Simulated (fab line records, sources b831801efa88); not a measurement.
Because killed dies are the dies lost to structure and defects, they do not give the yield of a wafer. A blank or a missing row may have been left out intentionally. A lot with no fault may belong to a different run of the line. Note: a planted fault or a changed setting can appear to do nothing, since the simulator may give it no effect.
The same fault as seen by 2 desks :: flow gf180mcu :: numbers are kept per desk, each desk with only its own; the story behind them comes last

FROM THE METROLOGY DESK
Means of the sampled wafers that have a number, per lot and without regard to the tool the lot ran on: this is what the gauges read. Marked OUT: a lot whose mean sits more than 4 standard deviations from the usual mean, which makes it out of limits; the brackets give that distance.
Columns: A = cdNm at GF_CONTACT_CD_MEAS_14, usual 219.9 nm; B = M1_ALCU_RS at GF_M1_RS_MEAS_05, usual 0.0698 ohm/sq; C = M1_ALCU_THK at GF_M1_THK_MEAS_06, usual 452 nm
lot: L156
first seen here: day 15 19:28
A: 218.9
B: 0.0708
C: 442

lot: L157
first seen here: day 16 10:48
A: 218.6
B: 0.0699
C: 455

lot: L158
first seen here: day 16 11:46
A: 218.6
B: 0.0705
C: 447

lot: L161
first seen here: day 17 11:14
A: 220.5
B: 0.0700
C: 454

lot: L165
first seen here: day 19 09:50
A: 220.1
B: 0.0698
C: 457

lot: L166
first seen here: day 19 10:17
A: 218.3
B: 0.0705
C: 444

lot: L167
first seen here: day 19 17:28
A: 219.9
B: 0.0687
C: 456

lot: L168
first seen here: day 20 01:43
A: 222.0
B: 0.0704
C: 442

lot: L176
first seen here: day 22 23:10
A: 220.1
B: 0.1106 (+59) OUT
C: 286 (-29) OUT

lot: L177
first seen here: day 23 10:47
A: 219.5
B: 0.0897 (+29) OUT
C: 375 (-13) OUT

lot: L178
first seen here: day 23 11:46
A: 219.7
B: 0.0698
C: 449
Per this desk, out of limits: L176, L177; the first was L176, day 23 00:41 (M1_ALCU_RS at GF_M1_RS_MEAS_05). In limits: L156, L157, L158, L161, L165, L166, L167, L168, L178.

TOOL OWNER'S DESK, pvdSputter-02
The tool's own readings at GF_M1_SPUTTER_02 (material AlCu, target thk 450 nm, time 23.9 s): means of the sampled wafers that have a number, for each lot that ran on this tool. Marked OUT: a lot whose mean sits more than 4 standard deviations from the usual mean, which makes it out of limits; the brackets give that distance.
Columns: A = throttleValvePct at GF_M1_SPUTTER_02, usual 30.2 %
lot: L157
first seen here: day 16 12:13
A: 29.9

lot: L166
first seen here: day 19 11:43
A: 30.7

lot: L176
first seen here: day 23 00:33
A: 29.6

lot: L177
first seen here: day 23 12:11
A: 29.6
Finding of this desk: none of the 4 lots has anything out of limits.

BROUGHT TOGETHER
L176, L177 would have let the metrology desk raise an alarm at day 23 00:41.
Nothing out of limits was seen by the tool owner's desk.
On record at the tool owner's desk: L176, L177, within its limits.
The lots listed all ran GF_M1_SPUTTER_02 on pvdSputter-02.

WHAT THE SIMULATOR PUT IN
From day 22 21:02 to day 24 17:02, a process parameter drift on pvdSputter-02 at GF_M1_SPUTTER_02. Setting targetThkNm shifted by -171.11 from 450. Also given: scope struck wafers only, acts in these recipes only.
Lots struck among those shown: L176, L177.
Hours from the fault's start to each desk's first reading out of limits: the metrology desk, 4.
